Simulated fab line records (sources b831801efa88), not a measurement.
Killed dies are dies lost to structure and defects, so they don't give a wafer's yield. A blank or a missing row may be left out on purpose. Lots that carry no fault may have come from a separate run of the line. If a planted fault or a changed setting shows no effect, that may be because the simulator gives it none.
Which of the tools did it?    flow sky130    Sampling: 12 lots, 36 wafers, 4 of 708 route steps

WHAT EACH GAUGE READ, for each wafer
SKY_METAL1_OVL_MEAS_16. Usual: for METAL1_OVL the level is -2 nm and the standard deviation is 5.1.
lot   measured      on          METAL1_OVL (nm)  flag
L327  day 33 07:16  overlay-01  2 2 -3           
L328  day 33 08:47  overlay-02  -1 1 -2          
L329  day 33 21:35  overlay-01  -1 -7 0          
L333  day 35 11:17  overlay-01  5 6 1            
L334  day 35 15:50  overlay-01  0 3 14           
L337  day 36 12:19  overlay-01  -3 -10 -1        
L339  day 36 23:35  overlay-02  -8 -6 -9         
L341  day 37 14:34  overlay-01  -4 -7 0          
L343  day 38 08:29  overlay-01  -6 -5 -7         
L346  day 39 03:12  overlay-01  3 4 2            
L347  day 39 11:04  overlay-01  -5 -7 1          
L350  day 40 08:07  overlay-01  -2 -1 1          

SKY_VIA1_RS_MEAS_22: uses a four-point probe to measure. Usual: for VIA1_W_RS the level is 0.428 ohm/sq and the standard deviation is 0.0041.
lot   measured      on             VIA1_W_RS (ohm/sq)  flag
L327  day 34 12:01  film-metro-02  0.430 0.424 0.436   
L328  day 34 13:53  film-metro-02  0.427 0.419 0.426   
L329  day 35 02:29  film-metro-03  0.421 0.422 0.421   
L333  day 36 15:53  film-metro-03  0.423 0.423 0.422   
L334  day 36 20:17  film-metro-03  0.425 0.427 0.424   
L337  day 37 16:43  film-metro-03  0.421 0.428 0.419   
L339  day 38 04:11  film-metro-02  0.430 0.430 0.427   
L341  day 38 18:40  film-metro-02  0.427 0.425 0.427   
L343  day 39 12:07  film-metro-03  0.434 0.432 0.427   
L346  day 40 06:44  film-metro-03  0.432 0.427 0.431   
L347  day 40 13:50  film-metro-02  0.430 0.430 0.429   
L350  day 41 10:42  film-metro-01  0.430 0.436 0.426   

TOOL THAT RAN EACH LOT (tool first, then ch and the chambers of the sampled wafers, then the start)
lot   SKY_VIA1_ETCH_14                    SKY_VIA1_ETCH_15
L327  rie-diel-01 ch 0,2, day 34 11:10    rie-diel-01 ch 0,2, day 34 11:13
L328  rie-diel-03 ch 0,1,2, day 34 12:58  rie-diel-03 ch 0,1,2, day 34 13:01
L329  rie-diel-03 ch 0,2,3, day 35 01:37  rie-diel-03 ch 0,2,3, day 35 01:40
L333  rie-diel-03 ch 1,2,3, day 36 14:55  rie-diel-03 ch 1,2,3, day 36 14:58
L334  rie-diel-03 ch 0,2,3, day 36 19:20  rie-diel-03 ch 0,2,3, day 36 19:23
L337  rie-diel-02 ch 0,1,2, day 37 15:52  rie-diel-02 ch 0,1,2, day 37 15:55
L339  rie-diel-03 ch 0,2,3, day 38 03:19  rie-diel-03 ch 0,2,3, day 38 03:22
L341  rie-diel-03 ch 0,2, day 38 17:49    rie-diel-03 ch 0,2, day 38 17:52
L343  rie-diel-01 ch 0,1,2, day 39 11:16  rie-diel-01 ch 0,1,2, day 39 11:19
L346  rie-diel-01 ch 1,2,3, day 40 05:46  rie-diel-01 ch 1,2,3, day 40 05:49
L347  rie-diel-02 ch 0,2, day 40 12:58    rie-diel-02 ch 0,2, day 40 13:01
L350  rie-diel-02 ch 0,1,3, day 41 09:50  rie-diel-02 ch 0,1,3, day 41 09:52
- SKY_VIA1_ETCH_14: etches BARC in N2/H2, stops on SiO2, time 45.9 s, target depth 60 nm.
- SKY_VIA1_ETCH_15: etches SiO2 in C4F8/O2/Ar, stops on TiN, target depth 351 nm, time 54 s.

WHAT THE TOOLS THEMSELVES READ (means of the sampled wafers that have a number; where no wafer has one, the mark that the record gives instead)
SKY_VIA1_ETCH_14. Usual: bias-w 100.0 W, standard deviation 0.3; drypump-motor-current-A 5.5 A, standard deviation 0.45; oes-product-au 0.854 a.u., standard deviation 0.0044; throttle-valve-pct 13.225 %, standard deviation 0.0095.
lot   tool         bias-w (W)  drypump-motor-current-A (A)  oes-product-au (a.u.)  throttle-valve-pct (%)  flag
L327  rie-diel-01  99.6        5.9                          0.853                  13.226                  
L328  rie-diel-03  100.2       5.3                          0.851                  13.227                  
L329  rie-diel-03  99.8        5.5                          0.855                  13.230                  
L333  rie-diel-03  100.0       5.5                          0.858                  13.223                  
L334  rie-diel-03  100.1       5.4                          0.855                  13.227                  
L337  rie-diel-02  100.0       5.2                          0.853                  13.236                  
L339  rie-diel-03  100.0       5.5                          0.855                  13.227                  
L341  rie-diel-03  100.0       5.5                          0.852                  13.238                  
L343  rie-diel-01  100.1       5.9                          0.853                  13.226                  
L346  rie-diel-01  100.0       5.8                          0.853                  13.224                  
L347  rie-diel-02  99.9        5.1                          0.852                  13.230                  
L350  rie-diel-02  99.7        5.7                          0.850                  13.215                  

SKY_VIA1_ETCH_15. Usual: bias-w 1200 W, standard deviation 3.9; oes-product-au 0.982 a.u., standard deviation 0.0055.
lot   tool         bias-w (W)  oes-product-au (a.u.)  flag
L327  rie-diel-01  1201        0.972                  
L328  rie-diel-03  1199        0.983                  
L329  rie-diel-03  1195        0.980                  
L333  rie-diel-03  1198        0.981                  
L334  rie-diel-03  1202        0.980                  
L337  rie-diel-02  1199        0.977                  
L339  rie-diel-03  1181        0.981                  OFF
L341  rie-diel-03  1164        0.974                  OFF
L343  rie-diel-01  1201        0.979                  
L346  rie-diel-01  1198        0.981                  
L347  rie-diel-02  1194        0.984                  
L350  rie-diel-02  1201        0.993                  

THE ANSWER, worked out from the rows above alone
Rule: take the mean of a lot's wafers that have a number; if it is more than 3 standard deviations from the usual mean, the lot is off. Also off: a lot with no number at a reading for which 4 or more lots have one. The other lots that the step has rows for count as sound. Order of review: gauges by route order, followed by the tools' own readings, for which a lot's mean as printed above is used. The first step at which some lot is off is used, and at that step the reading that is off furthest; a lot without a number counts as furthest.
Off at SKY_VIA1_ETCH_15 (bias-w): L339, L341.
If a tool, at that step or one of the process steps before it, ran each lot that is off and ran no sound lot following the first of them, it fits. One fits: rie-diel-03 at SKY_VIA1_ETCH_14 and SKY_VIA1_ETCH_15. At SKY_VIA1_ETCH_14 its last sound lot is L334 (day 36 19:20), its first lot that is off L339 (day 38 03:19): a fault that began between those two fits.

WHAT WAS PUT IN BY THE SIMULATOR
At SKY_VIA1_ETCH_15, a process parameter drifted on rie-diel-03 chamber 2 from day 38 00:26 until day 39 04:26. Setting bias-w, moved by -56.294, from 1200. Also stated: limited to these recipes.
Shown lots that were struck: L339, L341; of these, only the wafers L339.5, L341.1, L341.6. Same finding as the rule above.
